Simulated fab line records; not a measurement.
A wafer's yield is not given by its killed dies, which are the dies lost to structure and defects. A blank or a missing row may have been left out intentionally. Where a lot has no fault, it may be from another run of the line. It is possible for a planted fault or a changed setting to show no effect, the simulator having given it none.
fab line records	flow sky130
record: lots: 7	wafers: 21	last-day: 49
route steps=708 shown POLY_GATE@227 LDD_N@237 PAD_OPEN@708
lots untouched by any fault: they come from a run of this same line in which no faults occurred
start-h: hours from the record's first day to the start of the lot's first wafer shown	wait-h: time in hours since the lot's previous step	" unchanged from the row above	L1.1+2: a single row standing in for several wafers	- either no value or no given start	* or withheld: withheld	< > ~ a bound
route shown NAME@n: NAME is a module with steps in the file, n the number in the route of the first one	usual: mean/standard deviation taken from wafers without a fault	same: alike in all rows	chamber/n: place in a boat	sites: per-site readings	_std_site: how widely they spread, as a standard deviation	_edge_site: outer sites' mean less inner sites'	radius-mm: how far each site lies from the wafer's centre	mask NAME#n: copy n	behind: the most recent tool/chamber to have shaped the wafer	hold: what put the lot on hold/how long, in hours/how the hold closed	device: the transistor (n, p or np) that didn't switch	end of line: tests run on the same wafers once the route is complete	a step with no rows: only its recipe	killed: not the wafer's yield, but the dies lost to structure and defects at the first sort	map: per-die view of a wafer (x killed, . not killed, _ where there is no die)
set.NAME: the run value of the setting; set.NAME@STEP: its run value at that earlier step	model.NAME: the simulator's own value behind a step, which no gauge read
lots at selected steps of the route; one table per step, one row per wafer
services: the hour from which a tool's chamber was out of use, counted from the record's first day as start-h (under 0 if before that day), plus the number of hours and why
== steps ==
step: SKY_POLY_GATE_CD_MEAS_13
recipe: target-cd-nm: 150
usual: cd-nm: 150.0/1.3
lot.wafer	tool	chamber	start-h	wait-h	cd-nm
L459.1	cd-sem-02	-	390.89	-	150.0
L459.2	"	-	"	"	150.1
L459.5	"	-	"	"	150.3
L462.3	cd-sem-01	-	416.68	-	151.6
L462.4	"	-	"	"	151.7
L462.5	"	-	"	"	151.6
L465.2	cd-sem-02	-	438.31	-	151.3
L465.4	"	-	"	"	151.8
L465.6	"	-	"	"	150.7
L466.2	cd-sem-02	-	441.66	-	149.2
L466.4	"	-	"	"	149.4
L466.6	"	-	"	"	150.5
L467.3	cd-sem-02	-	451.47	-	149.7
L467.4	"	-	"	"	151.1
L467.5	"	-	"	"	149.9
L474.1	cd-sem-02	-	512.64	-	148.0
L474.2	"	-	"	"	150.4
L474.5	"	-	"	"	150.4
L477.3	cd-sem-01	-	548.67	-	149.1
L477.4	"	-	"	"	148.8
L477.5	"	-	"	"	149.6
step: SKY_POLY_GATE_OVL_MEAS_14
usual: POLY_GATE_OVL: 3/5
lot.wafer	tool	chamber	start-h	wait-h	POLY_GATE_OVL[nm]
L459.1	overlay-02	-	391.01	0.1	6
L459.2	"	-	"	"	13
L459.5	"	-	"	"	5
L462.3	overlay-02	-	416.77	0.1	11
L462.4	"	-	"	"	8
L462.5	"	-	"	"	11
L465.2	overlay-02	-	438.41	0.1	-1
L465.4	"	-	"	"	3
L465.6	"	-	"	"	10
L466.2	overlay-01	-	441.76	0.1	5
L466.4	"	-	"	"	-1
L466.6	"	-	"	"	6
L467.3	overlay-02	-	451.57	0.1	3
L467.4	"	-	"	"	4
L467.5	"	-	"	"	2
L474.1	overlay-02	-	512.76	0.1	11
L474.2	"	-	"	"	14
L474.5	"	-	"	"	7
L477.3	overlay-01	-	548.76	0.1	8
L477.4	"	-	"	"	10
L477.5	"	-	"	"	14
step: SKY_POLY_GATE_ETCH_15
recipe: chemistry: N2/H2	target: BARC	ion-energy-ev: 200	source-w: 500	bias-w: 100	pressure-mtorr: 30	n2-flow-sccm: 100	h2-flow-sccm: 200	stop-on: SiO2	time-s: 118.5	target-depth-a: 1100
usual: drypump-motor-current-A: 5.7/0.33	h2-flow-sccm: 200.0/0.53	n2-flow-sccm: 100.1/0.3	oes-product-au: 0.717/0.0047	throttle-valve-pct: 13.212/0.0096
lot.wafer	tool	chamber	start-h	wait-h	drypump-motor-current-A	h2-flow-sccm	n2-flow-sccm	oes-product-au	rf-hours-counter-h	throttle-valve-pct
L459.1	rie-diel-01	3	391.04	0.0	5.7	200.6	100.1	0.717	97	13.211
L459.2	"	1	"	"	5.1	199.8	100.1	0.716	104	13.224
L459.5	"	0	"	"	5.5	199.7	99.9	0.719	-	13.206
L462.3	rie-diel-03	0	416.79	0.0	5.6	200.1	100.4	0.722	4	13.221
L462.4	"	3	"	"	5.5	200.2	100.5	0.709	5	13.217
L462.5	"	0	"	"	5.6	200.4	100.6	0.718	-	13.222
L465.2	rie-diel-01	2	438.44	0.0	6.2	199.8	99.4	0.725	14	13.212
L465.4	"	0	"	"	5.5	200.4	100.2	0.718	-	13.204
L465.6	"	3	"	"	5.7	199.4	100.5	0.726	-	13.204
L466.2	rie-diel-02	1	441.79	0.0	5.7	200.5	100.3	0.709	8	13.201
L466.4	"	3	"	"	5.3	199.5	99.5	0.714	41	13.225
L466.6	"	0	"	"	5.5	200.1	100.1	0.709	-	13.235
L467.3	rie-diel-02	1	451.59	0.0	5.7	200.1	99.5	0.715	8	13.209
L467.4	"	2	"	"	6.0	200.9	100.2	0.724	6	13.208
L467.5	"	2	"	"	6.0	201.0	99.9	0.725	-	13.210
L474.1	rie-diel-02	1	512.79	0.0	5.7	199.7	99.9	0.708	9	13.199
L474.2	"	3	"	"	5.3	200.2	100.6	0.713	42	13.218
L474.5	"	2	"	"	5.9	200.6	100.1	0.722	-	13.240
L477.3	rie-diel-03	1	548.79	0.0	5.9	200.4	100.2	0.720	15	13.218
L477.4	"	0	"	"	5.6	200.0	100.2	0.713	-	13.216
L477.5	"	1	"	"	5.9	200.0	100.1	0.720	-	13.211
step: SKY_POLY_GATE_ETCH_16
recipe: stop-on: poly-Si	chemistry: CH3F/O2	target: Si3N4	source-w: 400	bias-w: 80	pressure-mtorr: 25	ch3f-flow-sccm: 40	O2_flow_sccm: 30	time-s: 147.5	target-depth-a: 750
usual: drypump-motor-current-A: 5.6/0.33	oes-product-au: 0.640/0.0052	throttle-valve-pct: 10.536/0.0091
lot.wafer	tool	chamber	start-h	wait-h	drypump-motor-current-A	oes-product-au	rf-hours-counter-h	throttle-valve-pct
L459.1	rie-diel-01	3	391.12	0.0	5.7	0.635	97	10.536
L459.2	"	1	"	"	5.1	0.629	104	10.537
L459.5	"	0	"	"	5.5	0.636	-	10.532
L462.3	rie-diel-03	0	416.87	0.0	5.6	0.640	4	10.546
L462.4	"	3	"	"	5.5	0.647	5	10.539
L462.5	"	0	"	"	5.6	0.646	-	10.536
L465.2	rie-diel-01	2	438.52	0.0	6.1	0.635	14	10.537
L465.4	"	0	"	"	5.5	0.634	-	10.530
L465.6	"	3	"	"	5.7	0.639	-	10.542
L466.2	rie-diel-02	1	441.87	0.0	5.7	0.639	8	10.533
L466.4	"	3	"	"	5.2	0.643	41	10.526
L466.6	"	0	"	"	5.4	0.635	-	10.532
L467.3	rie-diel-02	1	451.67	0.0	5.7	0.641	8	10.546
L467.4	"	2	"	"	6.0	0.640	6	10.528
L467.5	"	2	"	"	6.0	0.640	-	10.543
L474.1	rie-diel-02	1	512.87	0.0	5.7	0.639	9	10.529
L474.2	"	3	"	"	5.2	0.639	42	10.538
L474.5	"	2	"	"	5.9	0.644	-	10.526
L477.3	rie-diel-03	1	548.87	0.0	5.9	0.640	16	10.524
L477.4	"	0	"	"	5.6	0.641	-	10.528
L477.5	"	1	"	"	5.9	0.642	-	10.546
step: SKY_POLY_GATE_ETCH_17
recipe: target-depth-nm: 180	stop-on: SiO2	over-etch-frac: 0.56667	chemistry: HBr/Cl2	target: poly-Si	icp-w: 400	bias-w: 100	pressure-mtorr: 10	HBr_flow_sccm: 150	Cl2_flow_sccm: 50	time-s: 70.5
usual: drypump-motor-current-A: 6.0/0.34	oes-product-au: 0.985/0.0056	throttle-valve-pct: 33.684/0.0099
lot.wafer	tool	chamber	start-h	wait-h	drypump-motor-current-A	oes-product-au	rf-hours-counter-h	throttle-valve-pct
L459.1	rie-si-01	0	391.22	0.0	6.0	0.988	75	33.691
L459.2	"	1	"	"	6.3	0.982	58	33.687
L459.5	"	2	"	"	5.6	0.988	-	33.682
L462.3	rie-si-02	1	416.97	0.0	5.5	0.992	6	33.691
L462.4	"	3	"	"	6.0	0.978	69	33.704
L462.5	"	1	"	"	5.4	0.989	-	33.681
L465.2	rie-si-01	0	438.62	0.0	6.0	0.986	0	33.690
L465.4	"	1	"	"	6.4	0.980	58	33.672
L465.6	"	2	"	"	5.6	0.982	-	33.686
L466.2	rie-si-01	3	441.97	0.0	6.6	0.984	2	33.697
L466.4	"	2	"	"	5.6	0.986	23	33.681
L466.6	"	3	"	"	6.5	0.986	-	33.671
L467.3	rie-si-02	3	451.77	0.0	6.0	0.985	0	33.671
L467.4	"	2	"	"	5.9	0.986	0	33.666
L467.5	"	0	"	"	6.3	0.983	-	33.688
L474.1	rie-si-02	0	512.97	0.0	6.3	0.980	17	33.687
L474.2	"	3	"	"	6.0	0.993	0	33.688
L474.5	"	1	"	"	5.5	0.993	-	33.692
L477.3	rie-si-01	0	548.97	0.0	6.0	0.980	1	33.676
L477.4	"	2	"	"	5.6	0.984	24	33.686
L477.5	"	1	"	"	6.4	0.976	-	33.695
step: SKY_POLY_GATE_STRIP_18
recipe: chemistry: O2/N2	power-w: 1400	pressure-mtorr: 1500	platen-temp-c: withheld	o2-flow-sccm: 3000	n2-flow-sccm: 300	overash-fraction: 0.5
usual: drypump-motor-current-A: 5.7/0.39	n2-flow-sccm: 300.0/0.77	oes-product-au: 0.361/0.0041	strip-time-to-endpoint-s: 3.16/0.03
lot.wafer	tool	chamber	start-h	wait-h	drypump-motor-current-A	n2-flow-sccm	oes-product-au	rf-hours-counter-h	strip-time-to-endpoint-s
L459.1	plasma-asher-03	1	391.28	0.0	5.2	297.9	0.370	58	3.12
L459.2	"	0	"	"	6.2	300.3	0.360	58	3.14
L459.5	"	0	"	"	6.2	300.6	0.355	-	3.17
L462.3	plasma-asher-04	0	417.06	0.1	5.7	301.1	0.357	-	3.16
L462.4	"	1	"	"	5.7	299.3	0.360	-	3.15
L462.5	"	0	"	"	5.7	299.2	0.360	-	3.16
L465.2	plasma-asher-02	1	438.68	0.0	6.1	300.0	0.355	31	3.13
L465.4	"	0	"	"	5.3	300.1	0.364	-	3.16
L465.6	"	0	"	"	5.3	300.1	0.356	-	3.11
L466.2	plasma-asher-02	1	442.03	0.0	6.1	300.3	0.360	32	3.18
L466.4	"	0	"	"	5.3	300.0	0.366	-	3.17
L466.6	"	1	"	"	6.1	299.9	0.360	-	3.15
L467.3	plasma-asher-03	1	451.86	0.1	5.2	300.0	0.360	-	3.15
L467.4	"	0	"	"	6.2	300.9	0.369	-	3.20
L467.5	"	0	"	"	6.2	298.4	0.359	-	3.16
L474.1	plasma-asher-02	1	513.03	0.0	6.1	300.0	0.359	39	3.16
L474.2	"	0	"	"	5.3	301.0	0.362	39	3.17
L474.5	"	1	"	"	6.1	300.1	0.361	-	3.15
L477.3	plasma-asher-02	1	549.06	0.1	6.1	299.9	0.363	-	3.19
L477.4	"	0	"	"	5.2	299.3	0.360	-	3.19
L477.5	"	0	"	"	5.3	298.0	0.354	-	3.17
step: SKY_POLY_GATE_CLEAN_19
recipe: chemistry: SC1/SC2	mix: 1:4:20	temp-c: 70	time-s: 150	dry: n2-spin
step: SKY_POLY_GATE_OXIDATION_20
recipe: temp-c: 850	ambient: O2	stabilise-s: 600	purge-s: 300	target-thk-a: 40	ox-time-s: 899
step: SKY_POLY_GATE_THK_MEAS_21
recipe: reads: SiO2_of_POLY_GATE_OXIDATION_20
usual: POLY_GATE_OXIDATION_THK: 4.02/0.087
lot.wafer	tool	chamber	start-h	wait-h	POLY_GATE_OXIDATION_THK[nm]
L459.1	film-metro-01	-	392.68	0.0	4.17
L459.2	"	-	"	"	4.14
L459.5	"	-	"	"	4.06
L462.3	film-metro-01	-	420.73	0.0	4.01
L462.4	"	-	"	"	4.01
L462.5	"	-	"	"	4.11
L465.2	film-metro-04	-	440.09	0.0	4.09
L465.4	"	-	"	"	4.04
L465.6	"	-	"	"	4.07
L466.2	film-metro-01	-	443.94	0.1	4.08
L466.4	"	-	"	"	4.10
L466.6	"	-	"	"	4.04
L467.3	film-metro-04	-	453.78	0.0	3.91
L467.4	"	-	"	"	4.00
L467.5	"	-	"	"	3.95
L474.1	film-metro-04	-	514.57	0.0	3.99
L474.2	"	-	"	"	4.13
L474.5	"	-	"	"	4.09
L477.3	film-metro-04	-	550.44	0.0	3.94
L477.4	"	-	"	"	4.00
L477.5	"	-	"	"	4.00
step: SKY_POLY_GATE_CD_MEAS_22
usual: cd-nm: 150.0/1.8
lot.wafer	tool	chamber	start-h	wait-h	cd-nm
L459.1	cd-sem-02	-	392.74	0.1	150.4
L459.2	"	-	"	"	149.4
L459.5	"	-	"	"	149.0
L462.3	cd-sem-01	-	420.83	0.1	152.3
L462.4	"	-	"	"	152.5
L462.5	"	-	"	"	152.3
L465.2	cd-sem-02	-	440.17	0.1	152.0
L465.4	"	-	"	"	152.5
L465.6	"	-	"	"	151.1
L466.2	cd-sem-02	-	444.01	0.1	151.2
L466.4	"	-	"	"	150.1
L466.6	"	-	"	"	152.4
L467.3	cd-sem-02	-	453.87	0.1	150.7
L467.4	"	-	"	"	150.0
L467.5	"	-	"	"	148.9
L474.1	cd-sem-02	-	514.63	0.1	148.0
L474.2	"	-	"	"	149.5
L474.5	"	-	"	"	148.3
L477.3	cd-sem-02	-	550.54	0.1	148.8
L477.4	"	-	"	"	150.9
L477.5	"	-	"	"	148.5
step: SKY_LDD_N_DEHYDRATE_00
recipe: temp-c: 200	time-s: 60
step: SKY_LDD_N_HMDS_01
recipe: prime-time-s: 60	prime-temp-c: 120
step: SKY_LDD_N_COAT_02
recipe: resist: NOVOLAK	spin-rpm: 3000	resist-thk-nm: 300
usual: chill-plate-temp-C: 23.00/0.11	exhaust-pa: 44.9/0.95	spin-speed-rpm: 3000.1/1.9
lot.wafer	tool	chamber	start-h	wait-h	chill-plate-temp-C	exhaust-pa	spin-speed-rpm	model.NOVOLAK_of_LDD_N_COAT_02.thk-nm
L459.1	litho-track-04	0	407.68	0.1	22.92	44.7	3000.2	301.2
L459.2	"	0	"	"	23.03	44.6	3002.0	301.3
L459.5	"	0	"	"	22.91	44.5	2996.8	301.3
L462.3	litho-track-03	0	435.82	0.1	22.85	44.1	3000.2	298.1
L462.4	"	0	"	"	22.99	44.0	2997.2	299.1
L462.5	"	0	"	"	22.99	46.4	2999.8	299
L465.2	litho-track-03	0	455.50	0.1	22.98	45.2	3000.2	317.5
L465.4	"	0	"	"	23.07	43.9	3000.0	319.3
L465.6	"	0	"	"	23.04	44.5	2999.8	298.8
L466.2	litho-track-03	0	459.30	0.1	23.00	43.7	3000.8	316.9
L466.4	"	0	"	"	23.06	44.8	2998.0	318.5
L466.6	"	0	"	"	22.91	44.9	2998.3	297.9
L467.3	litho-track-03	0	468.77	0.1	23.05	44.0	2998.4	299.2
L467.4	"	0	"	"	22.99	44.9	3000.6	318
L467.5	"	0	"	"	22.98	43.8	2999.1	318.2
L474.1	litho-track-04	0	529.73	0.1	22.90	45.3	2999.6	299.4
L474.2	"	0	"	"	22.90	45.2	2997.0	299.6
L474.5	"	0	"	"	22.89	45.1	2997.9	297.9
L477.3	litho-track-02	0	565.28	0.1	23.06	44.2	2998.9	299.9
L477.4	"	0	"	"	23.04	44.9	2997.5	300.7
L477.5	"	0	"	"	23.01	44.1	2998.1	300.6
step: SKY_LDD_N_SOFTBAKE_03
recipe: temp-c: 90	time-s: 60	resist: NOVOLAK
step: SKY_LDD_N_EXPOSE_04
recipe: mask-id: NTM	target-cd-nm: 840	na: 0.6	source-shape: conventional	sigma-outer: 0.6	dose-mj: 110
step: SKY_LDD_N_PEB_05
recipe: temp-c: withheld	time-s: *	resist: NOVOLAK
step: SKY_LDD_N_DEVELOP_06
recipe: develop-time-s: 60	dev-temp-c: 23
usual: chill-plate-temp-C: 23.01/0.12	exhaust-pa: 45.2/0.95
lot.wafer	tool	chamber	start-h	wait-h	chill-plate-temp-C	exhaust-pa	model.NOVOLAK_of_LDD_N_COAT_02.thk-nm
L459.1	litho-track-04	0	423.13	0.1	22.93	43.6	300.8
L459.2	"	0	"	"	22.98	45.7	300.9
L459.5	"	0	"	"	23.09	45.5	300.9
L462.3	litho-track-03	0	450.82	0.1	22.86	44.7	297.7
L462.4	"	0	"	"	22.88	46.0	298.6
L462.5	"	0	"	"	23.11	45.6	298.6
L465.2	litho-track-02	0	471.36	0.1	23.11	43.1	317.1
L465.4	"	0	"	"	23.16	44.2	318.8
L465.6	"	0	"	"	22.89	42.1	298.4
L466.2	litho-track-04	0	473.71	0.1	23.05	44.0	316.5
L466.4	"	0	"	"	23.20	44.2	318.1
L466.6	"	0	"	"	23.18	45.2	297.5
L467.3	litho-track-03	0	483.52	0.1	23.18	44.1	298.8
L467.4	"	0	"	"	22.99	44.4	317.6
L467.5	"	0	"	"	23.17	45.5	317.8
L474.1	litho-track-03	0	544.87	0.1	23.15	44.5	299
L474.2	"	0	"	"	22.96	44.3	299.1
L474.5	"	0	"	"	22.99	45.8	297.5
L477.3	litho-track-03	0	579.32	0.1	23.02	44.5	299.5
L477.4	"	0	"	"	22.95	45.3	300.3
L477.5	"	0	"	"	23.08	45.3	300.2
step: SKY_LDD_N_OVL_MEAS_07
usual: LDD_N_OVL: 0.3/1.4
lot.wafer	tool	chamber	start-h	wait-h	LDD_N_OVL[nm]
L459.1	overlay-02	-	423.28	0.1	2.5
L459.2	"	-	"	"	4.0
L459.5	"	-	"	"	2.6
L462.3	overlay-02	-	450.94	0.1	0.2
L462.4	"	-	"	"	-0.3
L462.5	"	-	"	"	-0.3
L465.2	overlay-02	-	471.49	0.1	1.3
L465.4	"	-	"	"	0.8
L465.6	"	-	"	"	0.9
L466.2	overlay-01	-	473.84	0.1	1.1
L466.4	"	-	"	"	-0.8
L466.6	"	-	"	"	-0.5
L467.3	overlay-01	-	483.64	0.1	-1.8
L467.4	"	-	"	"	-3.6
L467.5	"	-	"	"	-2.3
L474.1	overlay-01	-	545.02	0.1	-0.7
L474.2	"	-	"	"	0.4
L474.5	"	-	"	"	0.3
L477.3	overlay-02	-	579.44	0.1	2.3
L477.4	"	-	"	"	1.7
L477.5	"	-	"	"	1.2
step: SKY_LDD_N_IMPLANT_08
recipe: species: As	energy-kev: 20	dose-cm2: 7.5e+13	tilt-deg: withheld	rotation-deg: 23
step: SKY_LDD_N_IMPLANT_09
recipe: species: As	energy-kev: 20	dose-cm2: 7.5e+13	tilt-deg: withheld	rotation-deg: 113
step: SKY_LDD_N_IMPLANT_10
recipe: species: As	energy-kev: 20	dose-cm2: 7.5e+13	tilt-deg: withheld	rotation-deg: 203
step: SKY_LDD_N_IMPLANT_11
recipe: species: As	energy-kev: 20	dose-cm2: 7.5e+13	tilt-deg: withheld	rotation-deg: 293
step: SKY_LDD_N_IMPLANT_12
recipe: species: BF2	energy-kev: 50	dose-cm2: 5e+12	tilt-deg: 30	rotation-deg: 0
step: SKY_LDD_N_IMPLANT_13
recipe: species: BF2	energy-kev: 50	dose-cm2: 5e+12	tilt-deg: 30	rotation-deg: 90
step: SKY_LDD_N_IMPLANT_14
recipe: species: BF2	energy-kev: 50	dose-cm2: 5e+12	tilt-deg: 30	rotation-deg: 180
step: SKY_LDD_N_IMPLANT_15
recipe: species: BF2	energy-kev: 50	dose-cm2: 5e+12	tilt-deg: 30	rotation-deg: 270
step: SKY_LDD_N_STRIP_16
recipe: chemistry: O2/N2	power-w: 1400	pressure-mtorr: 1500	platen-temp-c: withheld	o2-flow-sccm: 3000	n2-flow-sccm: 300	overash-fraction: 0.5
usual: drypump-motor-current-A: 5.7/0.39	n2-flow-sccm: 300.2/0.9	oes-product-au: 0.406/0.0047	strip-time-to-endpoint-s: 4.308/0.015
lot.wafer	tool	chamber	start-h	wait-h	drypump-motor-current-A	n2-flow-sccm	oes-product-au	rf-hours-counter-h	strip-time-to-endpoint-s
L459.1	plasma-asher-03	1	424.52	0.1	5.2	300.4	0.396	62	4.318
L459.2	"	0	"	"	6.2	301.0	0.405	62	4.335
L459.5	"	1	"	"	5.2	300.1	0.406	-	4.338
L462.3	plasma-asher-02	1	452.19	0.1	6.1	301.4	0.398	-	4.282
L462.4	"	0	"	"	5.3	300.8	0.407	-	4.307
L462.5	"	1	"	"	6.1	300.9	0.406	-	4.308
L465.2	plasma-asher-02	1	472.72	0.1	6.1	298.9	0.411	35	4.551
L465.4	"	0	"	"	5.3	301.0	0.427	-	4.560
L465.6	"	0	"	"	5.2	300.1	0.406	-	4.301
L466.2	plasma-asher-01	0	475.07	0.1	5.7	300.1	0.412	76	4.543
L466.4	"	0	"	"	5.7	299.0	0.420	-	4.553
L466.6	"	0	"	"	5.7	299.7	0.412	-	4.281
L467.3	plasma-asher-02	0	484.89	0.1	5.3	300.7	0.400	-	4.312
L467.4	"	1	"	"	6.1	299.5	0.416	-	4.529
L467.5	"	0	"	"	5.3	299.1	0.420	-	4.549
L474.1	plasma-asher-02	1	546.26	0.1	6.1	301.2	0.404	42	4.306
L474.2	"	0	"	"	5.2	299.2	0.406	42	4.306
L474.5	"	0	"	"	5.3	300.3	0.407	-	4.288
L477.3	plasma-asher-02	0	580.69	0.1	5.3	299.6	0.407	-	4.318
L477.4	"	1	"	"	6.1	298.9	0.403	-	4.330
L477.5	"	1	"	"	6.1	300.2	0.407	-	4.311
step: SKY_LDD_N_TW_MEAS_17
usual: LDD_N_TW: 2609/13
lot.wafer	tool	chamber	start-h	wait-h	LDD_N_TW
L459.1	film-metro-02	-	424.62	0.1	2603
L459.2	"	-	"	"	2583
L459.5	"	-	"	"	2609
L462.3	film-metro-01	-	452.28	0.1	2619
L462.4	"	-	"	"	2636
L462.5	"	-	"	"	2618
L465.2	film-metro-02	-	472.83	0.1	2607
L465.4	"	-	"	"	2606
L465.6	"	-	"	"	2616
L466.2	film-metro-01	-	475.18	0.1	2618
L466.4	"	-	"	"	2616
L466.6	"	-	"	"	2622
L467.3	film-metro-01	-	484.98	0.1	2612
L467.4	"	-	"	"	2622
L467.5	"	-	"	"	2624
L474.1	film-metro-04	-	546.36	0.1	2614
L474.2	"	-	"	"	2610
L474.5	"	-	"	"	2598
L477.3	film-metro-01	-	580.78	0.1	2623
L477.4	"	-	"	"	2608
L477.5	"	-	"	"	2625
step: SKY_PAD_OPEN_PROBE_99
usual: killed_at_M0_to_M3: 44/7.2	killed_at_M4_up: 3.1/1.7	killed-at-contacts: 25/5.1	killed-at-front-end: 14/4.6	killed-at-other: 0.3/0.59	killed-dies: 86/9.6	killed-open: 47/7.4	killed-short: 39/6
same: gross-dies: 492	killed-at-back-side: 0
lot.wafer	tool	chamber	start-h	wait-h	killed_at_M0_to_M3	killed_at_M4_up	killed-at-contacts	killed-at-front-end	killed-at-other	killed-dies	killed-open	killed-short
L462.3	prober-01	-	1105.73	0.2	37	0	19	13	2	71	32	39
L466.2	prober-01	-	1120.65	0.1	39	3	19	16	1	78	42	36
L466.4	prober-01	-	1120.75	0.2	39	0	31	10	0	80	46	34
L466.6	prober-01	-	1120.85	0.2	43	5	27	14	0	89	55	34
L477.3	prober-02	-	1183.10	0.2	41	6	34	18	0	99	56	43
L477.4	prober-02	-	1183.15	0.2	42	5	26	15	0	88	52	36
L477.5	prober-02	-	1183.20	0.2	51	6	22	15	0	94	49	45
killed by level:class
L462.3 FIELD_ISO:geometric-particle:short=6 METAL1:geometric-particle:short=6 VIA1:geometric-particle:open=6 VIA2:geometric-particle:open=6 CONTACT:geometric-particle:short=5 CONTACT:geometric-particle:open=5 VIA3:geometric-particle:short=5 LOCAL_INTERCONNECT:geometric-particle:short=4
L466.2 CONTACT:geometric-particle:open=8 VIA3:geometric-particle:open=8 LI_CONTACT:geometric-particle:open=6 VIA1:geometric-particle:open=6 FIELD_ISO:geometric-particle:open=5 POLY_GATE:geometric-particle:short=5 VIA3:geometric-particle:short=5 METAL2:geometric-particle:short=4
L466.4 LI_CONTACT:geometric-particle:open=10 VIA1:geometric-particle:open=10 CONTACT:geometric-particle:open=8 METAL1:geometric-particle:short=8 CONTACT:geometric-particle:short=7 VIA2:geometric-particle:open=5 FIELD_ISO:geometric-particle:open=4 VIA1:geometric-particle:short=4
L466.6 LI_CONTACT:geometric-particle:open=9 CONTACT:geometric-particle:open=8 VIA3:geometric-particle:open=8 VIA2:geometric-particle:open=8 VIA1:geometric-particle:open=7 FIELD_ISO:geometric-particle:open=5 VIA3:geometric-particle:short=5 LOCAL_INTERCONNECT:geometric-particle:short=5
L477.3 CONTACT:geometric-particle:open=13 VIA1:geometric-particle:open=9 FIELD_ISO:geometric-particle:open=7 LI_CONTACT:geometric-particle:open=7 LOCAL_INTERCONNECT:geometric-particle:short=7 VIA3:geometric-particle:short=6 FIELD_ISO:geometric-particle:short=5 CONTACT:geometric-particle:short=5
L477.4 LI_CONTACT:geometric-particle:open=9 VIA1:geometric-particle:open=7 VIA2:geometric-particle:open=7 FIELD_ISO:geometric-particle:open=6 CONTACT:geometric-particle:short=5 METAL1:geometric-particle:open=5 METAL4:geometric-particle:short=5 METAL1:geometric-particle:short=4
L477.5 CONTACT:geometric-particle:open=13 VIA1:geometric-particle:open=12 VIA3:geometric-particle:open=7 FIELD_ISO:geometric-particle:short=6 METAL2:geometric-particle:short=6 VIA3:geometric-particle:short=6 CONTACT:geometric-particle:short=5 METAL1:geometric-particle:short=5
== services ==
tool	chamber	start-h	hours	kind
rie-diel-01	-	379.11	1.5	repair
rie-si-02	3	397.24	7.8	repair
rie-diel-01	0	404.22	-	clean
rie-diel-01	0	404.22	11.2	scheduled-down
rie-diel-01	0	404.22	11.2	vent-cycle
plasma-asher-02	-	405.88	2.8	pm
plasma-asher-04	-	421.25	9.0	pm
rie-diel-02	0	423.72	12.7	repair
plasma-asher-03	-	438.32	1.3	repair
rie-diel-03	3	448.47	13.7	repair
rie-diel-02	2	469.74	5.8	repair
rie-diel-03	-	470.22	4.3	pm
rie-diel-02	-	478.34	1.3	repair
rie-diel-03	3	494.45	36.5	repair
rie-si-02	1	496.47	5.8	repair
rie-diel-02	-	507.25	0.8	repair
rie-diel-02	0	507.83	29.6	repair
rie-si-01	3	516.76	9.3	repair
plasma-asher-04	-	540.27	14.6	pm
plasma-asher-04	-	563.47	2.8	pm
plasma-asher-01	-	567.95	15.6	pm
plasma-asher-03	-	568.30	0.4	repair
rie-diel-02	-	568.81	0.3	repair
rie-diel-02	2	578.01	3.8	repair
== key ==
first-sign: step: SKY_LDD_N_STRIP_16	reading: strip-time-to-endpoint-s	direction: up	sigmas: 16	usual: *	struck: *
effect: step: SKY_LDD_N_STRIP_16	reading: oes-product-au	direction: up	sigmas: 2.6	usual: 0.406	struck: 0.418
model-effect: step: SKY_LDD_N_COAT_02	value: NOVOLAK_of_LDD_N_COAT_02.thk-nm	without: 298.6	struck: 318.1
model-effect: step: SKY_LDD_N_DEVELOP_06	value: NOVOLAK_of_LDD_N_COAT_02.thk-nm	without: 298.2	struck: 317.7
met-at SKY_LDD_N_COAT_02
struck-wafers L465.2,L465.4,L466.2,L466.4,L467.4,L467.5
tester-left-out L465,L466,L467
onset-between 435.82 455.50
fault: kind: process-parameter-drift	tool: litho-track-03	chamber: -	onset-h: 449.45	steps: SKY_LDD_N_COAT_02	channel: resist-thk-nm	offset: 19.565	shape: step	end-h: 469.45	scope: struck-wafers-only	acts-in: these-recipes-only	stated: 300
tester-left-out: of these lots the tester's yield and bins aren't shown, on N5 and GAA mostly nor the transistor test; their killed dies are dies lost to structure and defects alone, not to doping, threshold or leakage, so they don't give the yield
